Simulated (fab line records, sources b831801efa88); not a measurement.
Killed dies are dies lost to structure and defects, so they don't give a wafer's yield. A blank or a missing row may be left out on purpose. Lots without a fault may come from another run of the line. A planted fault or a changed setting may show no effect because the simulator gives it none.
Which tool did it? | flow sky130 | 24 lots, 72 wafers sampled, at 6 steps of a route of 708

WHAT THE GAUGES READ, wafer by wafer
SKY_SPACER_THK_MEAS_01. Usual: SPACER_CVD_00_THK 43.0 nm, standard deviation 0.41.
lot  | measured     | on            | SPACER_CVD_00_THK (nm) | flag
L074 | day 23 21:31 | film_metro-03 | 42.4 42.3 42.3         |
L076 | day 24 04:22 | film_metro-01 | 42.9 43.1 43.5         |
L075 | day 24 04:23 | film_metro-04 | 43.3 43.5 43.0         |
L077 | day 24 19:17 | film_metro-04 | 42.6 42.8 42.8         |
L078 | day 25 02:44 | film_metro-01 | 43.9 43.5 43.7         |
L079 | day 25 07:34 | film_metro-04 | 42.5 42.8 42.5         |
L080 | day 25 13:02 | film_metro-03 | 43.4 43.3 43.6         |
L081 | day 25 18:59 | film_metro-03 | 43.6 43.6 43.6         |
L082 | day 26 09:52 | film_metro-03 | 43.0 42.7 42.8         |
L083 | day 26 12:25 | film_metro-04 | 43.9 43.7 43.8         |
L084 | day 26 22:54 | film_metro-04 | 42.7 42.8 42.3         |
L085 | day 27 07:41 | film_metro-04 | 42.5 42.5 42.6         |
L086 | day 27 13:26 | film_metro-01 | 43.0 43.2 43.0         |
L087 | day 28 02:07 | film_metro-01 | 43.3 43.0 43.0         |
L088 | day 28 06:01 | film_metro-04 | 42.6 42.8 42.7         |
L089 | day 28 14:11 | film_metro-01 | 43.0 42.9 43.3         |
L090 | day 28 15:26 | film_metro-04 | 43.0 42.7 42.9         |
L091 | day 28 22:12 | film_metro-03 | 43.1 43.0 43.2         |
L092 | day 29 05:44 | film_metro-01 | 42.5 42.9 42.6         |
L093 | day 29 17:26 | film_metro-01 | 42.5 42.7 42.6         |
L094 | day 29 21:04 | film_metro-01 | 42.7 42.9 43.1         |
L095 | day 30 08:28 | film_metro-03 | 42.8 42.9 42.5         |
L096 | day 30 18:46 | film_metro-03 | 43.2 43.2 43.7         |
L097 | day 31 01:35 | film_metro-04 | 43.1 43.0 43.0         |

SKY_CONTACT_BOW_MEAS_05. Usual: CONTACT_BOW 82 um, standard deviation 7.
lot  | measured     | on            | CONTACT_BOW (um) | flag
L074 | day 31 07:18 | film_metro-03 | 91 94 84         |
L076 | day 31 14:49 | film_metro-03 | 86 96 74         |
L075 | day 31 15:44 | film_metro-02 | 87 90 82         |
L077 | day 32 03:29 | film_metro-02 | 83 82 84         |
L078 | day 32 09:04 | film_metro-03 | 79 86 88         |
L079 | day 32 13:49 | film_metro-03 | 76 78 76         |
L080 | day 32 20:31 | film_metro-02 | 72 85 80         |
L081 | day 33 01:54 | film_metro-04 | 77 80 101        |
L082 | day 33 14:32 | film_metro-04 | 78 71 88         |
L083 | day 33 17:55 | film_metro-03 | 88 93 83         |
L084 | day 34 02:44 | film_metro-02 | 72 83 84         |
L085 | day 34 11:01 | film_metro-02 | 91 83 84         |
L086 | day 34 16:11 | film_metro-03 | 85 72 85         |
L087 | day 35 05:37 | film_metro-04 | 80 82 63         |
L088 | day 35 06:26 | film_metro-03 | 76 76 84         |
L089 | day 35 15:07 | film_metro-02 | 82 76 90         |
L090 | day 35 17:01 | film_metro-03 | 83 80 70         |
L091 | day 35 22:04 | film_metro-02 | 75 92 79         |
L092 | day 36 04:20 | film_metro-02 | 89 79 78         |
L093 | day 36 16:58 | film_metro-04 | 87 87 90         |
L094 | day 36 21:41 | film_metro-02 | 74 94 82         |
L095 | day 37 06:10 | film_metro-02 | 81 79 80         |
L096 | day 37 15:10 | film_metro-03 | 77 89 91         |
L097 | day 37 22:38 | film_metro-04 | 78 89 76         |

WHICH TOOL RAN EACH LOT (tool, then ch and the chambers of the sampled wafers, then the start)
lot  | SKY_DNWELL_STRIP_08                 | SKY_SONOS_ONO_STRIP_17               | SKY_LDD_HVN_STRIP_09                 | SKY_LOCAL_INTERCONNECT_METAL_ETCH_14
L074 | plasma_asher-01 ch 0,1, day 3 18:03 | plasma_asher-04 ch 0,1, day 13 10:41 | plasma_asher-01 ch 0,1, day 21 06:55 | rie_metal-04 ch 0,1, day 31 06:04
L076 | plasma_asher-04 ch 0,1, day 3 20:57 | plasma_asher-02 ch 0,1, day 13 14:43 | plasma_asher-03 ch 0,1, day 21 13:09 | rie_metal-01 ch 0,1, day 31 13:35
L075 | plasma_asher-01 ch 0,1, day 3 21:40 | plasma_asher-04 ch 0,1, day 13 15:26 | plasma_asher-01 ch 0,1, day 21 12:13 | rie_metal-04 ch 0,1, day 31 14:23
L077 | plasma_asher-02 ch 0, day 4 05:03   | plasma_asher-01 ch 0,1, day 14 06:29 | plasma_asher-04 ch 0, day 22 05:16   | rie_metal-02 ch 0,1, day 32 02:18
L078 | plasma_asher-01 ch 0,1, day 4 05:08 | plasma_asher-04 ch 0,1, day 14 08:44 | plasma_asher-01 ch 0,1, day 22 12:49 | rie_metal-02 ch 0,1, day 32 07:51
L079 | plasma_asher-02 ch 0,1, day 4 14:56 | plasma_asher-02 ch 0,1, day 14 20:53 | plasma_asher-04 ch 0,1, day 22 17:30 | rie_metal-01 ch 0,1, day 32 12:36
L080 | plasma_asher-02 ch 0,1, day 4 17:03 | plasma_asher-04 ch 0, day 14 22:50   | plasma_asher-03 ch 0,1, day 22 22:57 | rie_metal-04 ch 1, day 32 19:10
L081 | plasma_asher-01 ch 0,1, day 4 18:47 | plasma_asher-04 ch 0,1, day 15 03:53 | plasma_asher-01 ch 0,1, day 23 04:41 | rie_metal-04 ch 1, day 33 00:30
L082 | plasma_asher-01 ch 0, day 5 00:05   | plasma_asher-04 ch 0,1, day 15 15:25 | plasma_asher-03 ch 0,1, day 23 18:53 | rie_metal-02 ch 0,1, day 33 13:15
L083 | plasma_asher-04 ch 1, day 5 05:06   | plasma_asher-04 ch 0,1, day 15 19:14 | plasma_asher-03 ch 0, day 23 22:02   | rie_metal-02 ch 0,1, day 33 16:45
L084 | plasma_asher-04 ch 1, day 5 12:54   | plasma_asher-02 ch 0,1, day 16 07:29 | plasma_asher-01 ch 0, day 24 08:35   | rie_metal-04 ch 0,1, day 34 01:34
L085 | plasma_asher-04 ch 0,1, day 5 17:05 | plasma_asher-04 ch 0, day 16 17:07   | plasma_asher-01 ch 0, day 24 18:18   | rie_metal-02 ch 1, day 34 09:45
L086 | plasma_asher-01 ch 0,1, day 5 22:44 | plasma_asher-02 ch 0,1, day 16 21:06 | plasma_asher-01 ch 0,1, day 25 00:35 | rie_metal-04 ch 0,1, day 34 14:59
L087 | plasma_asher-02 ch 0,1, day 6 07:08 | plasma_asher-01 ch 1, day 17 12:21   | plasma_asher-04 ch 0,1, day 25 13:14 | rie_metal-04 ch 0, day 35 04:24
L088 | plasma_asher-04 ch 0,1, day 6 10:15 | plasma_asher-01 ch 0,1, day 17 17:02 | plasma_asher-03 ch 0,1, day 25 17:58 | rie_metal-01 ch 0,1, day 35 05:16
L089 | plasma_asher-02 ch 0,1, day 6 14:06 | plasma_asher-04 ch 0,1, day 18 00:01 | plasma_asher-03 ch 0,1, day 26 01:06 | rie_metal-01 ch 0,1, day 35 13:56
L090 | plasma_asher-01 ch 0,1, day 6 18:06 | plasma_asher-01 ch 0,1, day 18 01:52 | plasma_asher-03 ch 0,1, day 26 03:29 | rie_metal-01 ch 1, day 35 15:47
L091 | plasma_asher-01 ch 0,1, day 6 22:42 | plasma_asher-02 ch 0,1, day 18 09:56 | plasma_asher-04 ch 0,1, day 26 11:03 | rie_metal-04 ch 0,1, day 35 20:53
L092 | plasma_asher-04 ch 0,1, day 7 03:48 | plasma_asher-04 ch 0,1, day 18 18:56 | plasma_asher-01 ch 0,1, day 26 18:19 | rie_metal-04 ch 0,1, day 36 03:07
L093 | plasma_asher-02 ch 0,1, day 7 11:22 | plasma_asher-04 ch 0,1, day 19 07:05 | plasma_asher-03 ch 0,1, day 27 06:07 | rie_metal-02 ch 0,1, day 36 15:47
L094 | plasma_asher-04 ch 0,1, day 7 16:42 | plasma_asher-02 ch 0,1, day 19 10:32 | plasma_asher-04 ch 0,1, day 27 10:02 | rie_metal-01 ch 0,1, day 36 20:29
L095 | plasma_asher-02 ch 0,1, day 7 20:03 | plasma_asher-01 ch 0,1, day 19 23:53 | plasma_asher-03 ch 0,1, day 27 20:23 | rie_metal-01 ch 0,1, day 37 05:00
L096 | plasma_asher-01 ch 0,1, day 8 08:14 | plasma_asher-01 ch 0,1, day 20 13:01 | plasma_asher-03 ch 0,1, day 28 08:47 | rie_metal-02 ch 0,1, day 37 13:57
L097 | plasma_asher-01 ch 0,1, day 8 14:21 | plasma_asher-01 ch 0,1, day 20 18:35 | plasma_asher-04 ch 0,1, day 28 15:17 | rie_metal-04 ch 0,1, day 37 21:28
- SKY_DNWELL_STRIP_08: strips in O2/N2.
- SKY_SONOS_ONO_STRIP_17: strips in O2/N2.
- SKY_LDD_HVN_STRIP_09: strips in O2/N2.
- SKY_LOCAL_INTERCONNECT_METAL_ETCH_14: etches TiN in Cl2/BCl3, stops on PSG, target depth 110 nm, time 31.4 s.

WHAT THE TOOLS THEMSELVES READ (means of the sampled wafers that have a number; where no wafer has one, the mark that the record gives instead)
SKY_DNWELL_STRIP_08. Usual: drypump_motor_current_A 5.7 A, standard deviation 0.34; oes_product_au 0.722 a.u., standard deviation 0.0043; strip_time_to_endpoint_s 36.94 s, standard deviation 0.11.
lot  | tool            | drypump_motor_current_A (A) | oes_product_au (a.u.) | strip_time_to_endpoint_s (s) | flag
L074 | plasma_asher-01 | 5.7                         | 0.723                 | 37.13                        |
L076 | plasma_asher-04 | 5.4                         | 0.726                 | 37.08                        |
L075 | plasma_asher-01 | 5.7                         | 0.721                 | 37.05                        |
L077 | plasma_asher-02 | 6.4                         | 0.728                 | 37.01                        |
L078 | plasma_asher-01 | 5.7                         | 0.722                 | 37.02                        |
L079 | plasma_asher-02 | 6.0                         | 0.724                 | 36.90                        |
L080 | plasma_asher-02 | 5.6                         | 0.723                 | 37.04                        |
L081 | plasma_asher-01 | 5.8                         | 0.726                 | 36.84                        |
L082 | plasma_asher-01 | 5.7                         | 0.722                 | 36.83                        |
L083 | plasma_asher-04 | 5.7                         | 0.723                 | 36.90                        |
L084 | plasma_asher-04 | 5.6                         | 0.723                 | 36.71                        |
L085 | plasma_asher-04 | 5.4                         | 0.719                 | 36.84                        |
L086 | plasma_asher-01 | 5.7                         | 0.722                 | 36.85                        |
L087 | plasma_asher-02 | 5.6                         | 0.723                 | 36.92                        |
L088 | plasma_asher-04 | 5.4                         | 0.726                 | 36.77                        |
L089 | plasma_asher-02 | 5.6                         | 0.724                 | 36.92                        |
L090 | plasma_asher-01 | 5.8                         | 0.717                 | 36.96                        |
L091 | plasma_asher-01 | 5.8                         | 0.723                 | 36.88                        |
L092 | plasma_asher-04 | 5.5                         | 0.718                 | 36.89                        |
L093 | plasma_asher-02 | 5.6                         | 0.723                 | 36.96                        |
L094 | plasma_asher-04 | 5.4                         | 0.722                 | 37.11                        |
L095 | plasma_asher-02 | 5.6                         | 0.725                 | 36.89                        |
L096 | plasma_asher-01 | 5.8                         | 0.725                 | 37.05                        |
L097 | plasma_asher-01 | 5.7                         | 0.725                 | 36.95                        |

SKY_SONOS_ONO_STRIP_17. Usual: drypump_motor_current_A 5.6 A, standard deviation 0.34; oes_product_au 0.710 a.u., standard deviation 0.0044; strip_time_to_endpoint_s 14.10 s, standard deviation 0.036.
lot  | tool            | drypump_motor_current_A (A) | oes_product_au (a.u.) | strip_time_to_endpoint_s (s) | flag
L074 | plasma_asher-04 | 5.5                         | 0.711                 | 14.09                        |
L076 | plasma_asher-02 | 6.0                         | 0.710                 | 14.11                        |
L075 | plasma_asher-04 | 5.6                         | 0.711                 | 14.09                        |
L077 | plasma_asher-01 | 5.7                         | 0.709                 | 14.10                        |
L078 | plasma_asher-04 | 5.4                         | 0.715                 | 14.05                        |
L079 | plasma_asher-02 | 5.6                         | 0.708                 | 14.08                        |
L080 | plasma_asher-04 | 5.3                         | 0.710                 | 14.08                        |
L081 | plasma_asher-04 | 5.4                         | 0.706                 | 14.06                        |
L082 | plasma_asher-04 | 5.4                         | 0.708                 | 14.11                        |
L083 | plasma_asher-04 | 5.5                         | 0.707                 | 14.08                        |
L084 | plasma_asher-02 | 6.0                         | 0.712                 | 14.15                        |
L085 | plasma_asher-04 | 5.3                         | 0.712                 | 14.08                        |
L086 | plasma_asher-02 | 5.9                         | 0.712                 | 14.13                        |
L087 | plasma_asher-01 | 5.7                         | 0.712                 | 14.08                        |
L088 | plasma_asher-01 | 5.7                         | 0.713                 | 14.07                        |
L089 | plasma_asher-04 | 5.5                         | 0.712                 | 14.13                        |
L090 | plasma_asher-01 | 5.7                         | 0.706                 | 14.10                        |
L091 | plasma_asher-02 | 6.0                         | 0.716                 | 14.12                        |
L092 | plasma_asher-04 | 5.5                         | 0.712                 | 14.08                        |
L093 | plasma_asher-04 | 5.6                         | 0.708                 | 14.05                        |
L094 | plasma_asher-02 | 5.6                         | 0.712                 | 14.07                        |
L095 | plasma_asher-01 | 5.8                         | 0.715                 | 14.14                        |
L096 | plasma_asher-01 | 5.7                         | 0.713                 | 14.14                        |
L097 | plasma_asher-01 | 5.8                         | 0.708                 | 14.07                        |

SKY_LDD_HVN_STRIP_09. Usual: drypump_motor_current_A 5.71 A, standard deviation 0.19; oes_product_au 0.408 a.u., standard deviation 0.0044; strip_time_to_endpoint_s 4.137 s, standard deviation 0.014.
lot  | tool            | drypump_motor_current_A (A) | oes_product_au (a.u.) | strip_time_to_endpoint_s (s) | flag
L074 | plasma_asher-01 | 5.74                        | 0.411                 | 4.138                        |
L076 | plasma_asher-03 | 5.87                        | 0.405                 | 4.126                        |
L075 | plasma_asher-01 | 5.75                        | 0.409                 | 4.135                        |
L077 | plasma_asher-04 | 5.33                        | 0.411                 | 4.124                        |
L078 | plasma_asher-01 | 5.74                        | 0.408                 | 4.128                        |
L079 | plasma_asher-04 | 5.40                        | 0.403                 | 4.146                        |
L080 | plasma_asher-03 | 5.87                        | 0.412                 | 4.132                        |
L081 | plasma_asher-01 | 5.74                        | 0.410                 | 4.151                        |
L082 | plasma_asher-03 | 5.88                        | 0.408                 | 4.132                        |
L083 | plasma_asher-03 | 5.98                        | 0.410                 | 4.151                        |
L084 | plasma_asher-01 | 5.75                        | 0.408                 | 4.137                        |
L085 | plasma_asher-01 | 5.77                        | 0.410                 | 4.120                        |
L086 | plasma_asher-01 | 5.74                        | 0.409                 | 4.127                        |
L087 | plasma_asher-04 | 5.42                        | 0.408                 | 4.136                        |
L088 | plasma_asher-03 | 5.78                        | 0.408                 | 4.141                        |
L089 | plasma_asher-03 | 5.78                        | 0.402                 | 4.126                        |
L090 | plasma_asher-03 | 5.85                        | 0.416                 | 4.160                        |
L091 | plasma_asher-04 | 5.42                        | 0.411                 | 4.136                        |
L092 | plasma_asher-01 | 5.75                        | 0.410                 | 4.141                        |
L093 | plasma_asher-03 | 5.78                        | 0.405                 | 4.134                        |
L094 | plasma_asher-04 | 5.42                        | 0.407                 | 4.123                        |
L095 | plasma_asher-03 | 5.77                        | 0.410                 | 4.120                        |
L096 | plasma_asher-03 | 5.87                        | 0.409                 | 4.140                        |
L097 | plasma_asher-04 | 5.53                        | 0.409                 | 4.130                        |

SKY_LOCAL_INTERCONNECT_METAL_ETCH_14. Usual: drypump_motor_current_A 5.7 A, standard deviation 0.52; oes_product_au 0.942 a.u., standard deviation 0.0074; rf_fwd_power_W 889 W, standard deviation 3.8; throttle_valve_pct 21.901 %, standard deviation 0.011.
lot  | tool         | drypump_motor_current_A (A) | oes_product_au (a.u.) | rf_fwd_power_W (W) | throttle_valve_pct (%) | flag
L074 | rie_metal-04 | 5.3                         | 0.947                 | 887                | 21.892                 |
L076 | rie_metal-01 | 6.0                         | 0.938                 | 890                | 21.909                 |
L075 | rie_metal-04 | 5.4                         | 0.933                 | 887                | 21.902                 |
L077 | rie_metal-02 | 5.7                         | 0.942                 | 889                | 21.898                 |
L078 | rie_metal-02 | 6.1                         | 0.946                 | 894                | 21.904                 |
L079 | rie_metal-01 | 6.0                         | 0.941                 | 888                | 21.899                 |
L080 | rie_metal-04 | 5.1                         | 0.935                 | 888                | 21.900                 |
L081 | rie_metal-04 | 5.1                         | 0.933                 | 885                | 21.903                 |
L082 | rie_metal-02 | 5.7                         | 0.939                 | 891                | 21.901                 |
L083 | rie_metal-02 | 5.7                         | 0.946                 | 889                | 21.895                 |
L084 | rie_metal-04 | 5.3                         | 0.935                 | 889                | 21.897                 |
L085 | rie_metal-02 | 6.5                         | 0.953                 | 893                | 21.892                 |
L086 | rie_metal-04 | 5.2                         | 0.946                 | 889                | 21.896                 |
L087 | rie_metal-04 | 5.6                         | 0.941                 | 885                | 21.895                 |
L088 | rie_metal-01 | 6.0                         | 0.937                 | 890                | 21.906                 |
L089 | rie_metal-01 | 6.1                         | 0.950                 | 891                | 21.899                 |
L090 | rie_metal-01 | 6.1                         | 0.948                 | 891                | 21.905                 |
L091 | rie_metal-04 | 5.2                         | 0.936                 | 885                | 21.905                 |
L092 | rie_metal-04 | 5.3                         | 0.938                 | 887                | 21.910                 |
L093 | rie_metal-02 | 6.1                         | 0.931                 | 892                | 21.907                 |
L094 | rie_metal-01 | 6.0                         | 0.943                 | 891                | 21.899                 |
L095 | rie_metal-01 | 6.0                         | 0.934                 | 894                | 21.914                 |
L096 | rie_metal-02 | 5.6                         | 0.946                 | 891                | 21.891                 |
L097 | rie_metal-04 | 5.4                         | 0.937                 | 885                | 21.911                 |

THE ANSWER, worked out from the rows above alone
Rule: a lot is off if the mean of its wafers that have a number lies more than 3 standard deviations from the usual mean. A lot without any number at a reading at which 4 lots or more have one is off too. The other lots that the step has rows for count as sound. The gauges are gone through in route order, then the tools' own readings, and for those a lot's mean is taken as printed above. The first step at which some lot is off is used, and at that step the reading that is off furthest; a lot without a number counts as furthest.
No lot is off at any reading shown: from this, nothing can be told.

WHAT THE SIMULATOR HAD PUT IN
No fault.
